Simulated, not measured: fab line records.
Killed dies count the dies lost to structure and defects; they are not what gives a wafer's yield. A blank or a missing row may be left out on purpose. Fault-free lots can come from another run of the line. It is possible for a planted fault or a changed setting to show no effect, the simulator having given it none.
Chamber matching ; flow sfq_line ; 4 sister chambers for SFQ_TRILAYER_I0_VIA_BARC_OPEN_VIA_ETCH_046 on rie_diel-04
The step etches BARC in O2, target depth 125 nm, time 41.7 s. 7 wafers are shown with their chamber, then 8 later ones without.

EACH WAFER AND ITS CHAMBER
wafer;chamber;drypump_motor_current_A (A);oes_product_au (a.u.)
L999.5;0;5.47;0.687
L101.5;2;5.96;0.686
L110.3;3;5.93;0.685
L110.4;2;5.95;0.685
L111.1;3;5.92;0.688
L111.6;1;6.06;0.680
L115.1;1;6.06;0.675

WAFERS MISSING THEIR CHAMBER
wafer;drypump_motor_current_A (A);oes_product_au (a.u.)
L115.3;5.92;0.686
L115.4;6.02;0.680
L117.3;6.00;0.688
L117.4;5.92;0.684
L117.5;6.06;0.680
L118.2;6.06;0.681
L118.4;5.95;0.679
L118.5;5.47;0.677

CHAMBER TAKEN BY EACH
wafer;from the rows above;in truth
L115.3;3;3
L115.4;1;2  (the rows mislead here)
L117.3;2;2
L117.4;3;3
L117.5;1;1
L118.2;1;1
L118.4;2;2
L118.5;0;0
Correct placement for 7 of the 8. From these rows, 0 cannot be placed. Number placed wrongly: 1.
How it was worked out, from the rows above alone: a wafer's distance from a chamber is the root of the sum, over the readings, of the square of ((its reading less the chamber's mean) divided by the reading's scatter). The wafer belongs to the nearest chamber; if the next one is less than 2 further off, it can't be placed. A chamber's mean is the mean of its shown wafers. The scatter: the root of (the sum of the squares of (reading less its chamber's mean) over the shown wafers, divided by (wafers less chambers)).
